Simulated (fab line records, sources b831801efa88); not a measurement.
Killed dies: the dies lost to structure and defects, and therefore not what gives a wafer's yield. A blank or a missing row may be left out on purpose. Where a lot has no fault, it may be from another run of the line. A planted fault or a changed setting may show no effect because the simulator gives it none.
fab line records -- flow sky130
[record] lots = 6, wafers = 18, lastDay = 50
route steps=708 shown PWDE@52 NWELL@56 PAD_OPEN@708
lots that met no fault: taken from a fault-free run of the same line
startH: hours from the record's opening day to when the first of the lot's shown wafers began -- waitH: hours since the lot's step before -- " same as the row above -- L1.1+2: one row covering several wafers at once -- - no value, or no start was given -- * or withheld: withheld -- < > ~ a bound
route shown NAME@n: NAME is a module with steps in the file, n the number in the route of the first one -- usual: average and standard deviation across the fault-free wafers -- same: alike in all rows -- chamber/n: place in a boat -- sites: per-site readings -- _std_site: their standard deviation -- _edge_site: mean of outer sites minus mean of inner sites -- radiusMm: how far each site lies from the wafer's centre -- mask NAME#n: copy n -- behind: the most recent tool/chamber to have shaped the wafer -- hold: why the lot went on hold/how many hours it stayed there/how the hold came to an end -- device: the n, p or np transistor that did not switch -- end of line: tests of these same wafers at the route's end -- step lacking rows: just its recipe -- killed: dies that structure and defects cost at the first sort, which is not the same as the wafer's yield -- map: a wafer's dies, marking killed ones x, the rest . and places with no die _
set.NAME: the run value of the setting; set.NAME@STEP: its run value at that earlier step -- model.NAME: the simulator's own value behind a step, which no gauge read
certain route steps with their lots: each step a table, each wafer a row
services: from which hour (startH, from the record's first day; less than 0 if before it) a tool's chamber was out of use, for how many hours, and why
[[steps]]
[step SKY_PWDE_OVL_MEAS_07]
[usual] PWDE_OVL = -0.5/1.4
lot.wafer,tool,chamber,startH,waitH,PWDE_OVL[nm]
L298.3,overlay-01,-,108.67,-,-0.5
L298.5,overlay-01,-,108.67,-,0.1
L298.6,overlay-01,-,108.67,-,0.0
L299.2,overlay-02,-,113.07,-,-1.9
L299.4,overlay-02,-,113.07,-,1.0
L299.5,overlay-02,-,113.07,-,0.1
L308.2,overlay-01,-,163.21,-,0.5
L308.3,overlay-01,-,163.21,-,-0.5
L308.4,overlay-01,-,163.21,-,-1.3
L310.1,overlay-02,-,175.45,-,-2.6
L310.4,overlay-02,-,175.45,-,-2.2
L310.6,overlay-02,-,175.45,-,-1.3
L311.2,overlay-02,-,180.91,-,-3.5
L311.4,overlay-02,-,180.91,-,-1.1
L311.5,overlay-02,-,180.91,-,-0.5
L314.2,overlay-01,-,202.92,-,-2.5
L314.4,overlay-01,-,202.92,-,-0.8
L314.6,overlay-01,-,202.92,-,-2.4
[step SKY_PWDE_IMPLANT_08]
[recipe] species = B, energyKev = 150, doseCm2 = 3.6e+12, tiltDeg = withheld
[step SKY_PWDE_STRIP_09]
[recipe] chemistry = O2/N2, powerW = 1400, pressureMtorr = 1500, platenTempC = withheld, o2FlowSccm = 3000, n2FlowSccm = 300, overashFraction = 0.5
[usual] drypumpMotorCurrentA = 5.6/0.53, oesProductAu = 0.722/0.0047, stripTimeToEndpointS = 36.89/0.12
lot.wafer,tool,chamber,startH,waitH,drypumpMotorCurrentA,oesProductAu,rfHoursCounterH,stripTimeToEndpointS
L298.3,plasmaAsher-01,0,108.87,0.1,5.2,0.726,-,37.04
L298.5,plasmaAsher-01,0,108.87,0.1,5.2,0.721,-,37.03
L298.6,plasmaAsher-01,1,108.87,0.1,6.1,0.726,-,37.07
L299.2,plasmaAsher-01,1,113.27,0.1,6.0,0.716,43,36.74
L299.4,plasmaAsher-01,1,113.27,0.1,6.1,0.715,-,36.73
L299.5,plasmaAsher-01,0,113.27,0.1,5.2,0.721,-,36.80
L308.2,plasmaAsher-03,0,163.39,0.1,6.1,0.720,4,36.96
L308.3,plasmaAsher-03,0,163.39,0.1,6.1,0.723,-,37.02
L308.4,plasmaAsher-03,1,163.39,0.1,5.4,0.728,-,36.93
L310.1,plasmaAsher-03,1,175.64,0.1,5.4,0.711,5,36.95
L310.4,plasmaAsher-03,1,175.64,0.1,5.4,0.723,-,36.95
L310.6,plasmaAsher-03,0,175.64,0.1,6.1,0.720,-,36.92
L311.2,plasmaAsher-02,1,181.09,0.1,4.7,0.718,35,36.94
L311.4,plasmaAsher-02,1,181.09,0.1,4.7,0.733,-,36.92
L311.5,plasmaAsher-02,0,181.09,0.1,6.0,0.713,-,36.86
L314.2,plasmaAsher-03,1,203.10,0.1,5.4,0.721,8,36.83
L314.4,plasmaAsher-03,0,203.10,0.1,6.1,0.720,-,36.86
L314.6,plasmaAsher-03,1,203.10,0.1,5.4,0.724,-,36.85
[step SKY_PWDE_TW_MEAS_10]
[usual] PWDE_TW = 372/4
lot.wafer,tool,chamber,startH,waitH,PWDE_TW
L298.3,filmMetro-01,-,108.96,0.1,373
L298.5,filmMetro-01,-,108.96,0.1,378
L298.6,filmMetro-01,-,108.96,0.1,373
L299.2,filmMetro-01,-,113.38,0.1,375
L299.4,filmMetro-01,-,113.38,0.1,377
L299.5,filmMetro-01,-,113.38,0.1,373
L308.2,filmMetro-01,-,163.50,0.1,375
L308.3,filmMetro-01,-,163.50,0.1,376
L308.4,filmMetro-01,-,163.50,0.1,375
L310.1,filmMetro-04,-,175.74,0.1,369
L310.4,filmMetro-04,-,175.74,0.1,369
L310.6,filmMetro-04,-,175.74,0.1,368
L311.2,filmMetro-04,-,181.20,0.1,368
L311.4,filmMetro-04,-,181.20,0.1,367
L311.5,filmMetro-04,-,181.20,0.1,368
L314.2,filmMetro-04,-,203.21,0.1,368
L314.4,filmMetro-04,-,203.21,0.1,368
L314.6,filmMetro-04,-,203.21,0.1,369
[step SKY_NWELL_DEHYDRATE_03]
[recipe] tempC = 200, timeS = 60
[step SKY_NWELL_HMDS_04]
[recipe] primeTimeS = 60, primeTempC = 120
[step SKY_NWELL_COAT_05]
[recipe] spinRpm = 2000, resistThkNm = 3000
[step SKY_NWELL_SOFTBAKE_06]
[recipe] tempC = 110, timeS = withheld
[step SKY_NWELL_EXPOSE_07]
[recipe] maskId = NWM, na = 0.6, sourceShape = conventional, sigmaOuter = 0.6, polarization = unpolarized, targetCdNm = 840, doseMj = 255
[step SKY_NWELL_PEB_08]
[recipe] tempC = 115, timeS = withheld
[step SKY_NWELL_DEVELOP_09]
[recipe] wallAngleDeg = 90, developer = TMAH, developTimeS = 60, devTempC = 23
[step SKY_NWELL_OVL_MEAS_10]
[usual] NWELL_00_OVL = 0.2/1.1
lot.wafer,tool,chamber,startH,waitH,NWELL_00_OVL[nm]
L298.3,overlay-01,-,126.97,-,-0.7
L298.5,overlay-01,-,126.97,-,0.1
L298.6,overlay-01,-,126.97,-,-1.4
L299.2,overlay-01,-,130.91,-,1.3
L299.4,overlay-01,-,130.91,-,-1.6
L299.5,overlay-01,-,130.91,-,-0.2
L308.2,overlay-01,-,183.76,-,-0.3
L308.3,overlay-01,-,183.76,-,1.8
L308.4,overlay-01,-,183.76,-,1.3
L310.1,overlay-01,-,197.01,-,0.5
L310.4,overlay-01,-,197.01,-,1.0
L310.6,overlay-01,-,197.01,-,1.2
L311.2,overlay-01,-,201.96,-,-2.0
L311.4,overlay-01,-,201.96,-,-1.1
L311.5,overlay-01,-,201.96,-,-0.6
L314.2,overlay-02,-,225.91,-,-0.4
L314.4,overlay-02,-,225.91,-,1.7
L314.6,overlay-02,-,225.91,-,1.5
[step SKY_NWELL_IMPLANT_11]
[recipe] species = P, energyKev = 400, doseCm2 = 1.9e+13, tiltDeg = withheld
[usual] beamEnergyKeV = 400.01/0.13
lot.wafer,tool,chamber,startH,waitH,beamEnergyKeV,model.implant.rpNm,model.implant.drpNm
L298.3,implanter-02,0,127.04,0.1,399.93,506.4,116.9
L298.5,implanter-02,0,127.04,0.1,400.04,506.4,116.9
L298.6,implanter-02,0,127.04,0.1,399.90,506.4,116.9
L299.2,implanter-03,0,130.96,0.0,400.01,507.4,116.9
L299.4,implanter-03,0,130.96,0.0,400.19,507.4,116.9
L299.5,implanter-03,0,130.96,0.0,400.08,507.4,116.9
L308.2,implanter-03,0,183.82,0.0,363.55,436.2,110.9
L308.3,implanter-03,0,183.82,0.0,363.57,436.2,110.9
L308.4,implanter-03,0,183.82,0.0,363.76,436.2,110.9
L310.1,implanter-03,0,197.04,0.0,363.80,446,110.9
L310.4,implanter-03,0,197.04,0.0,363.86,446,110.9
L310.6,implanter-03,0,197.04,0.0,363.69,446,110.9
L311.2,implanter-02,0,202.02,0.0,400.05,498.6,116.9
L311.4,implanter-02,0,202.02,0.0,400.12,498.6,116.9
L311.5,implanter-02,0,202.02,0.0,399.99,498.6,116.9
L314.2,implanter-02,0,225.97,0.0,399.99,491.9,116.9
L314.4,implanter-02,0,225.97,0.0,400.19,491.9,116.9
L314.6,implanter-02,0,225.97,0.0,400.14,491.9,116.9
[step SKY_NWELL_IMPLANT_12]
[recipe] species = P, energyKev = 120, doseCm2 = 1.3e+12, tiltDeg = withheld
[step SKY_NWELL_IMPLANT_13]
[recipe] species = P, energyKev = 50, doseCm2 = 7e+11, tiltDeg = withheld
[step SKY_NWELL_STRIP_14]
[recipe] chemistry = O2/N2, powerW = 1400, pressureMtorr = 1500, platenTempC = withheld, o2FlowSccm = 3000, n2FlowSccm = 300, overashFraction = 0.5
[usual] drypumpMotorCurrentA = 5.5/0.51, oesProductAu = 0.723/0.0047, stripTimeToEndpointS = 36.93/0.11
lot.wafer,tool,chamber,startH,waitH,drypumpMotorCurrentA,oesProductAu,rfHoursCounterH,stripTimeToEndpointS
L298.3,plasmaAsher-01,1,127.48,0.1,6.0,0.723,-,36.87
L298.5,plasmaAsher-01,1,127.48,0.1,6.1,0.728,-,36.77
L298.6,plasmaAsher-01,0,127.48,0.1,5.2,0.722,-,36.79
L299.2,plasmaAsher-02,1,131.39,0.1,4.8,0.724,30,36.92
L299.4,plasmaAsher-02,1,131.39,0.1,4.8,0.721,-,37.02
L299.5,plasmaAsher-02,0,131.39,0.1,6.0,0.718,-,36.87
L308.2,plasmaAsher-01,1,184.24,0.1,6.1,0.719,51,36.92
L308.3,plasmaAsher-01,0,184.24,0.1,5.2,0.721,-,36.91
L308.4,plasmaAsher-01,1,184.24,0.1,6.1,0.718,-,36.88
L310.1,plasmaAsher-02,1,197.49,0.1,4.7,0.724,37,37.00
L310.4,plasmaAsher-02,0,197.49,0.1,6.0,0.729,-,36.99
L310.6,plasmaAsher-02,1,197.49,0.1,4.8,0.717,-,37.01
L311.2,plasmaAsher-02,1,202.44,0.1,4.8,0.722,37,36.87
L311.4,plasmaAsher-02,1,202.44,0.1,4.8,0.729,-,37.01
L311.5,plasmaAsher-02,0,202.44,0.1,6.0,0.724,-,36.84
L314.2,plasmaAsher-01,1,226.39,0.1,6.0,0.719,55,36.90
L314.4,plasmaAsher-01,0,226.39,0.1,5.2,0.727,-,36.90
L314.6,plasmaAsher-01,1,226.39,0.1,6.1,0.722,-,36.98
[step SKY_NWELL_TW_MEAS_15]
[usual] NWELL_TW = 1814/20
lot.wafer,tool,chamber,startH,waitH,NWELL_TW
L298.3,filmMetro-01,-,127.56,0.1,1832
L298.5,filmMetro-01,-,127.56,0.1,1818
L298.6,filmMetro-01,-,127.56,0.1,1821
L299.2,filmMetro-01,-,131.50,0.1,1829
L299.4,filmMetro-01,-,131.50,0.1,1817
L299.5,filmMetro-01,-,131.50,0.1,1833
L308.2,filmMetro-01,-,184.35,0.1,1802
L308.3,filmMetro-01,-,184.35,0.1,1793
L308.4,filmMetro-01,-,184.35,0.1,1803
L310.1,filmMetro-04,-,197.59,0.1,1766
L310.4,filmMetro-04,-,197.59,0.1,1771
L310.6,filmMetro-04,-,197.59,0.1,1771
L311.2,filmMetro-01,-,202.55,0.1,1837
L311.4,filmMetro-01,-,202.55,0.1,1835
L311.5,filmMetro-01,-,202.55,0.1,1843
L314.2,filmMetro-03,-,226.50,0.1,1823
L314.4,filmMetro-03,-,226.50,0.1,1832
L314.6,filmMetro-03,-,226.50,0.1,1836
[step SKY_NWELL_DEHYDRATE_16]
[recipe] tempC = 200, timeS = 60
[step SKY_NWELL_HMDS_17]
[recipe] primeTimeS = 60, primeTempC = 120
[step SKY_NWELL_COAT_18]
[recipe] spinRpm = 2000, resistThkNm = 3000
[step SKY_NWELL_SOFTBAKE_19]
[recipe] tempC = 110, timeS = withheld
[step SKY_NWELL_EXPOSE_20]
[recipe] maskId = NWM_COMPLEMENT, na = 0.6, sourceShape = conventional, sigmaOuter = 0.6, polarization = unpolarized, targetCdNm = 840, doseMj = 260
[step SKY_NWELL_PEB_21]
[recipe] tempC = 115, timeS = withheld
[step SKY_NWELL_DEVELOP_22]
[recipe] wallAngleDeg = 90, developer = TMAH, developTimeS = 60, devTempC = 23
[step SKY_NWELL_OVL_MEAS_23]
[usual] NWELL_01_OVL = -0.7/1.3
lot.wafer,tool,chamber,startH,waitH,NWELL_01_OVL[nm]
L298.3,overlay-02,-,146.50,-,0.4
L298.5,overlay-02,-,146.50,-,0.0
L298.6,overlay-02,-,146.50,-,2.4
L299.2,overlay-02,-,150.39,-,-0.4
L299.4,overlay-02,-,150.39,-,-0.8
L299.5,overlay-02,-,150.39,-,-0.5
L308.2,overlay-01,-,205.79,-,-1.1
L308.3,overlay-01,-,205.79,-,-0.9
L308.4,overlay-01,-,205.79,-,0.8
L310.1,overlay-02,-,219.50,-,-1.4
L310.4,overlay-02,-,219.50,-,-1.6
L310.6,overlay-02,-,219.50,-,-3.1
L311.2,overlay-02,-,224.91,-,-0.8
L311.4,overlay-02,-,224.91,-,0.8
L311.5,overlay-02,-,224.91,-,1.8
L314.2,overlay-01,-,250.51,-,-0.6
L314.4,overlay-01,-,250.51,-,-0.9
L314.6,overlay-01,-,250.51,-,0.3
[step SKY_NWELL_IMPLANT_24]
[recipe] species = B, energyKev = 140, doseCm2 = 9.2e+12, tiltDeg = withheld
[step SKY_NWELL_STRIP_25]
[recipe] chemistry = O2/N2, powerW = 1400, pressureMtorr = 1500, platenTempC = withheld, o2FlowSccm = 3000, n2FlowSccm = 300, overashFraction = 0.5
[usual] drypumpMotorCurrentA = 5.5/0.52, oesProductAu = 0.723/0.0049, stripTimeToEndpointS = 36.91/0.11
lot.wafer,tool,chamber,startH,waitH,drypumpMotorCurrentA,oesProductAu,rfHoursCounterH,stripTimeToEndpointS
L298.3,plasmaAsher-02,0,146.71,0.1,6.1,0.734,-,37.06
L298.5,plasmaAsher-02,1,146.71,0.1,4.8,0.728,-,37.05
L298.6,plasmaAsher-02,0,146.71,0.1,6.1,0.721,-,36.99
L299.2,plasmaAsher-04,1,150.57,0.1,5.0,0.724,48,37.09
L299.4,plasmaAsher-04,0,150.57,0.1,5.6,0.718,-,36.97
L299.5,plasmaAsher-04,0,150.57,0.1,5.6,0.727,-,36.88
L308.2,plasmaAsher-02,1,205.97,0.1,4.7,0.718,38,36.85
L308.3,plasmaAsher-02,0,205.97,0.1,6.0,0.732,-,36.84
L308.4,plasmaAsher-02,1,205.97,0.1,4.8,0.721,-,36.91
L310.1,plasmaAsher-01,1,219.69,0.1,6.0,0.714,54,36.85
L310.4,plasmaAsher-01,0,219.69,0.1,5.2,0.724,-,36.77
L310.6,plasmaAsher-01,1,219.69,0.1,6.0,0.728,-,36.74
L311.2,plasmaAsher-01,0,225.09,0.1,5.2,0.721,55,36.85
L311.4,plasmaAsher-01,0,225.09,0.1,5.2,0.730,-,36.88
L311.5,plasmaAsher-01,1,225.09,0.1,6.0,0.726,-,36.76
L314.2,plasmaAsher-02,0,250.69,0.1,6.0,0.726,43,37.02
L314.4,plasmaAsher-02,0,250.69,0.1,6.1,0.718,-,37.04
L314.6,plasmaAsher-02,0,250.69,0.1,6.1,0.724,-,37.04
[step SKY_NWELL_TW_MEAS_26]
[usual] NWELL_2_TW = 495/5.2
lot.wafer,tool,chamber,startH,waitH,NWELL_2_TW
L298.3,filmMetro-04,-,146.79,0.1,487
L298.5,filmMetro-04,-,146.79,0.1,488
L298.6,filmMetro-04,-,146.79,0.1,485
L299.2,filmMetro-01,-,150.68,0.1,498
L299.4,filmMetro-01,-,150.68,0.1,498
L299.5,filmMetro-01,-,150.68,0.1,500
L308.2,filmMetro-04,-,206.08,0.1,488
L308.3,filmMetro-04,-,206.08,0.1,485
L308.4,filmMetro-04,-,206.08,0.1,487
L310.1,filmMetro-01,-,219.79,0.1,500
L310.4,filmMetro-01,-,219.79,0.1,498
L310.6,filmMetro-01,-,219.79,0.1,497
L311.2,filmMetro-03,-,225.20,0.1,499
L311.4,filmMetro-03,-,225.20,0.1,500
L311.5,filmMetro-03,-,225.20,0.1,498
L314.2,filmMetro-04,-,250.80,0.1,486
L314.4,filmMetro-04,-,250.80,0.1,485
L314.6,filmMetro-04,-,250.80,0.1,486
[step SKY_NWELL_CLEAN_27]
[recipe] chemistry = SC1/SC2, mix = 1:4:20, tempC = 70, timeS = 150, dry = n2Spin
[step SKY_NWELL_RTA_28]
[recipe] tempC = 1050, timeS = 30, idleTempC = 650, rampUpCPerS = 150, rampDownCPerS = 90, ambient = N2
[usual] lampPowerPct = 25.32/0.052, wafer_temp_C_max = 1054.9/0.83
lot.wafer,tool,chamber,startH,waitH,lampPowerPct,wafer_temp_C_max
L298.3,rtpAnneal-01,0,146.92,0.0,25.26,1054.2
L298.5,rtpAnneal-01,0,146.92,0.0,25.27,1055.9
L298.6,rtpAnneal-01,0,146.92,0.0,25.33,1056.7
L299.2,rtpAnneal-02,0,150.80,0.0,25.37,1055.9
L299.4,rtpAnneal-02,0,150.80,0.0,25.30,1054.5
L299.5,rtpAnneal-02,0,150.80,0.0,25.35,1054.6
L308.2,rtpAnneal-02,0,206.20,0.0,25.32,1055.6
L308.3,rtpAnneal-02,0,206.20,0.0,25.34,1055.1
L308.4,rtpAnneal-02,0,206.20,0.0,25.39,1054.0
L310.1,rtpAnneal-02,0,219.95,0.0,25.25,1054.0
L310.4,rtpAnneal-02,0,219.95,0.0,25.33,1054.3
L310.6,rtpAnneal-02,0,219.95,0.0,25.23,1054.9
L311.2,rtpAnneal-02,0,225.32,0.0,25.30,1053.8
L311.4,rtpAnneal-02,0,225.32,0.0,25.35,1054.9
L311.5,rtpAnneal-02,0,225.32,0.0,25.33,1056.7
L314.2,rtpAnneal-02,0,250.92,0.0,25.29,1055.0
L314.4,rtpAnneal-02,0,250.92,0.0,25.36,1053.8
L314.6,rtpAnneal-02,0,250.92,0.0,25.24,1055.0
[step SKY_NWELL_RS_MEAS_29]
[recipe] thkMeasGauge = four-point-probe
[usual] NWELL_RS = 624.6/1.9
lot.wafer,tool,chamber,startH,waitH,NWELL_RS[ohm/sq]
L298.3,filmMetro-01,-,147.02,0.1,626.6
L298.5,filmMetro-01,-,147.02,0.1,626.2
L298.6,filmMetro-01,-,147.02,0.1,625.5
L299.2,filmMetro-04,-,150.90,0.1,624.7
L299.4,filmMetro-04,-,150.90,0.1,625.6
L299.5,filmMetro-04,-,150.90,0.1,625.8
L308.2,filmMetro-03,-,206.30,0.1,642.5
L308.3,filmMetro-03,-,206.30,0.1,641.1
L308.4,filmMetro-03,-,206.30,0.1,640.7
L310.1,filmMetro-04,-,220.05,0.1,637.7
L310.4,filmMetro-04,-,220.05,0.1,637.1
L310.6,filmMetro-04,-,220.05,0.1,637.0
L311.2,filmMetro-01,-,225.42,0.1,624.3
L311.4,filmMetro-01,-,225.42,0.1,624.5
L311.5,filmMetro-01,-,225.42,0.1,625.4
L314.2,filmMetro-03,-,251.02,0.1,626.9
L314.4,filmMetro-03,-,251.02,0.1,625.2
L314.6,filmMetro-03,-,251.02,0.1,626.5
[step SKY_PAD_OPEN_PROBE_99]
[usual] killed_at_M0_to_M3 = 42/7.7, killed_at_M4_up = 3.1/1.9, killedAtContacts = 24/4.9, killedAtFrontEnd = 15/4.6, killedAtOther = 0.3/0.51, killedDies = 85/9.9, killedOpen = 47/7.1, killedShort = 38/6.7
[same] grossDies = 492, killedAtBackSide = 0
lot.wafer,tool,chamber,startH,waitH,killed_at_M0_to_M3,killed_at_M4_up,killedAtContacts,killedAtFrontEnd,killedAtOther,killedDies,killedOpen,killedShort,model.etest.pfet_16v.rOnOhmUm,model.etest.resNwell.lineOhmUm,model.etest.resNwell.rsOhmSq,model.etest.pfetG5v0d10v5.rOnOhmUm,model.etest.tip_p_5v.rsOhmSq,model.etest.resIsoPwell.widthNm,model.etest.resNwell.widthNm,model.etest.pfetG5v0d10v5.driveUaUm
L298.3,prober-02,-,1121.93,0.2,54,3,24,17,0,98,48,50,1.497e+04,1110,925.6,4752,2829,2657,827.5,342.5
L298.5,prober-02,-,1122.03,0.2,46,1,17,18,0,82,46,35,1.506e+04,1097,925.3,4744,2824,2649,828.5,348.8
L298.6,prober-02,-,1122.08,0.2,38,5,25,12,0,80,48,32,1.495e+04,1111,923.2,4698,2821,2656,833.8,343.2
L299.2,prober-01,-,1126.43,0.1,45,2,17,17,0,81,42,39,1.505e+04,1086,910.3,4772,2866,2657,824.5,343
L299.4,prober-01,-,1126.53,0.2,44,2,16,17,1,80,40,40,1.502e+04,1116,904.6,4783,2855,2657,825.9,344.6
L299.5,prober-01,-,1126.58,0.2,42,2,27,8,1,80,45,35,1.508e+04,1111,919,4731,2860,2657,826.6,343.6
L308.2,prober-02,-,1173.58,0.1,49,4,30,21,0,104,69,34,1.57e+04,1548,1267,4900,2992,2667,816.6,325.8
L308.3,prober-02,-,1173.63,0.2,31,2,29,16,1,79,49,28,1.567e+04,1567,1283,4810,2974,2669,822.1,329.3
L308.4,prober-02,-,1173.68,0.2,49,5,29,21,0,104,51,53,1.576e+04,1543,1276,4906,2961,2678,820,323.2
L310.1,prober-02,-,1183.18,0.1,36,3,21,12,0,72,39,33,1.564e+04,1418,1176,4819,2967,2661,830.4,329.7
L310.4,prober-02,-,1183.33,0.2,39,5,24,17,0,85,45,40,1.564e+04,1416,1174,4773,2947,2641,834.4,329.8
L310.6,prober-02,-,1183.43,0.2,46,0,20,9,1,76,44,32,1.557e+04,1410,1188,4790,2961,2659,830.1,327.1
L311.2,prober-01,-,1185.86,0.1,29,5,23,9,1,67,40,27,1.523e+04,1159,954.4,4745,2855,2668,824.1,340.3
L311.4,prober-01,-,1185.96,0.2,30,2,25,14,0,71,32,39,1.494e+04,1147,943,4657,2865,2661,829.9,347.4
L311.5,prober-01,-,1186.01,0.2,37,3,22,21,0,83,42,38,1.512e+04,1159,953.8,4694,2850,2637,828.3,346.7
L314.2,prober-02,-,1199.20,0.1,56,1,26,15,0,98,51,47,1.502e+04,1130,955.1,4636,2850,2636,834.3,349.2
L314.4,prober-02,-,1199.30,0.2,42,2,29,20,1,94,52,42,1.529e+04,1141,965.6,4752,2858,2634,840.4,342.9
L314.6,prober-02,-,1199.40,0.2,42,3,25,9,0,79,31,48,1.508e+04,1132,958.4,4708,2849,2641,837.5,339.8
// killed by level:class
L298.3 VIA1:geometricParticle:open=18 CONTACT:geometricParticle:open=10 VIA1:geometricParticle:short=9 POLY_GATE:geometricParticle:short=5 LOCAL_INTERCONNECT:geometricParticle:short=5 METAL2:geometricParticle:short=5 FIELD_ISO:geometricParticle:short=4 METAL1:geometricParticle:open=4
L298.5 VIA1:geometricParticle:open=15 CONTACT:geometricParticle:open=8 VIA3:geometricParticle:open=7 METAL2:geometricParticle:short=6 LI_CONTACT:geometricParticle:open=5 VIA2:geometricParticle:open=5 FIELD_ISO:geometricParticle:short=4 VIA2:geometricParticle:short=4
L298.6 CONTACT:geometricParticle:open=14 VIA2:geometricParticle:open=7 VIA3:geometricParticle:open=7 METAL1:geometricParticle:short=5 FIELD_ISO:geometricParticle:open=4 METAL4:geometricParticle:short=4 LI_CONTACT:geometricParticle:open=4 VIA1:geometricParticle:open=3
L299.2 VIA1:geometricParticle:open=11 VIA2:geometricParticle:open=9 SPACER:geometricParticle:open=5 CONTACT:geometricParticle:open=5 METAL1:geometricParticle:short=5 VIA3:geometricParticle:short=5 VIA3:geometricParticle:open=5 LI_CONTACT:geometricParticle:short=4
L299.4 LI_CONTACT:geometricParticle:open=8 VIA1:geometricParticle:open=7 METAL2:geometricParticle:short=7 VIA2:geometricParticle:open=6 VIA3:geometricParticle:open=6 FIELD_ISO:geometricParticle:short=4 VIA1:geometricParticle:short=4 METAL1:geometricParticle:short=4
L299.5 VIA1:geometricParticle:open=13 LI_CONTACT:geometricParticle:open=10 CONTACT:geometricParticle:open=7 VIA3:geometricParticle:open=7 LI_CONTACT:geometricParticle:short=6 METAL1:geometricParticle:short=5 VIA2:geometricParticle:open=4 FIELD_ISO:geometricParticle:short=3
L308.2 VIA1:geometricParticle:open=15 CONTACT:geometricParticle:open=15 VIA3:geometricParticle:open=8 LI_CONTACT:geometricParticle:open=7 FIELD_ISO:geometricParticle:open=6 VIA1:geometricParticle:short=6 VIA2:geometricParticle:open=6 POLY_GATE:geometricParticle:short=5
L308.3 CONTACT:geometricParticle:open=10 VIA3:geometricParticle:open=9 VIA1:geometricParticle:open=8 VIA2:geometricParticle:open=6 LOCAL_INTERCONNECT:geometricParticle:short=5 CONTACT:geometricParticle:short=5 FIELD_ISO:geometricParticle:short=4 LI_CONTACT:geometricParticle:open=4
L308.4 CONTACT:geometricParticle:open=10 LI_CONTACT:geometricParticle:open=9 VIA1:geometricParticle:open=9 VIA3:geometricParticle:open=7 VIA3:geometricParticle:short=7 VIA1:geometricParticle:short=6 METAL2:geometricParticle:short=6 METAL4:geometricParticle:short=5
L310.1 LI_CONTACT:geometricParticle:open=7 VIA1:geometricParticle:open=7 CONTACT:geometricParticle:open=6 FIELD_ISO:geometricParticle:open=5 VIA3:geometricParticle:open=5 VIA3:geometricParticle:short=5 CONTACT:geometricParticle:short=4 METAL2:geometricParticle:short=4
L310.4 LI_CONTACT:geometricParticle:open=10 VIA1:geometricParticle:open=8 CONTACT:geometricParticle:short=6 VIA3:geometricParticle:open=6 FIELD_ISO:geometricParticle:open=5 VIA2:geometricParticle:open=5 FIELD_ISO:geometricParticle:short=4 POLY_GATE:geometricParticle:short=4
L310.6 VIA3:geometricParticle:open=11 VIA1:geometricParticle:open=11 CONTACT:geometricParticle:open=9 METAL1:geometricParticle:short=5 VIA1:geometricParticle:short=5 VIA2:geometricParticle:open=5 FIELD_ISO:geometricParticle:short=4 LI_CONTACT:geometricParticle:open=4
L311.2 CONTACT:geometricParticle:open=11 VIA2:geometricParticle:open=6 VIA3:geometricParticle:open=6 LI_CONTACT:geometricParticle:open=5 VIA1:geometricParticle:open=5 POLY_GATE:geometricParticle:open=4 LOCAL_INTERCONNECT:geometricParticle:short=3 METAL1:geometricParticle:short=3
L311.4 CONTACT:geometricParticle:short=10 VIA1:geometricParticle:open=8 CONTACT:geometricParticle:open=6 VIA1:geometricParticle:short=5 LI_CONTACT:geometricParticle:short=4 METAL2:geometricParticle:short=4 VIA2:geometricParticle:open=4 POLY_GATE:geometricParticle:short=3
L311.5 CONTACT:geometricParticle:open=8 METAL2:geometricParticle:short=7 LI_CONTACT:geometricParticle:open=6 VIA1:geometricParticle:open=6 METAL1:geometricParticle:short=5 FIELD_ISO:geometricParticle:open=4 VIA2:geometricParticle:open=4 LOCAL_INTERCONNECT:geometricParticle:short=4
L314.2 VIA1:geometricParticle:open=13 VIA3:geometricParticle:open=9 LOCAL_INTERCONNECT:geometricParticle:short=8 VIA2:geometricParticle:open=7 LI_CONTACT:geometricParticle:open=7 METAL3:geometricParticle:short=6 METAL2:geometricParticle:short=6 FIELD_ISO:geometricParticle:short=5
L314.4 VIA1:geometricParticle:open=13 CONTACT:geometricParticle:open=10 LI_CONTACT:geometricParticle:open=8 FIELD_ISO:geometricParticle:short=7 VIA1:geometricParticle:short=6 FIELD_ISO:geometricParticle:open=4 POLY_GATE:geometricParticle:open=4 METAL1:geometricParticle:short=4
L314.6 CONTACT:geometricParticle:open=10 VIA3:geometricParticle:open=8 METAL1:geometricParticle:short=7 VIA1:geometricParticle:open=7 VIA1:geometricParticle:short=6 VIA2:geometricParticle:short=5 LI_CONTACT:geometricParticle:short=5 LOCAL_INTERCONNECT:geometricParticle:short=5
[[services]]
tool,chamber,startH,hours,kind
plasmaAsher-02,-,98.20,15.6,pm
plasmaAsher-03,-,108.75,9.0,pm
plasmaAsher-03,0,108.75,9.0,ventCycle
plasmaAsher-03,1,108.75,9.0,ventCycle
plasmaAsher-03,0,117.75,-,clean
plasmaAsher-03,1,117.75,-,clean
plasmaAsher-03,-,139.75,6.9,repair
implanter-02,-,177.17,4.6,repair
implanter-03,-,184.24,5.0,pm
plasmaAsher-04,-,199.78,0.7,repair
rtpAnneal-01,-,201.67,5.0,pm
rtpAnneal-02,-,206.70,5.5,pm
plasmaAsher-04,-,208.36,54.3,repair
plasmaAsher-01,-,212.83,1.9,repair
plasmaAsher-01,-,247.36,3.7,repair
[[key]]
[firstSign] step = SKY_NWELL_IMPLANT_11, reading = beamEnergyKeV, direction = down, sigmas = 99+, usual = *, struck = *
[effect] step = SKY_NWELL_TW_MEAS_15, reading = NWELL_TW, direction = down, sigmas = 1.5, usual = 1814, struck = 1785
[effect] step = SKY_NWELL_RS_MEAS_29, reading = NWELL_RS, direction = up, sigmas = 7.9, usual = 624.6, struck = 639.3
[modelEffect] step = SKY_NWELL_IMPLANT_11, value = implant.rpNm, without = 480.5, struck = 441.1
[modelEffect] step = SKY_PAD_OPEN_PROBE_99, value = etest.pfet_16v.rOnOhmUm, without = 1.524e+04, struck = 1.566e+04
metAt SKY_NWELL_IMPLANT_11
struckWafers L308.2,L308.3,L308.4,L310.1,L310.4,L310.6
testerLeftOut L308,L310
onsetBetween 130.96 183.82
[fault] kind = processParameterDrift, tool = implanter-03, chamber = -, onsetH = 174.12, steps = SKY_NWELL_IMPLANT_11, channel = energyKev, offset = *, shape = step, endH = 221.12, actsIn = *, stated = *
// testerLeftOut: of these lots the tester's yield and bins aren't shown, on N5 and GAA mostly nor the transistor test; their killed dies are dies lost to structure and defects alone, not to doping, threshold or leakage, so they don't give the yield
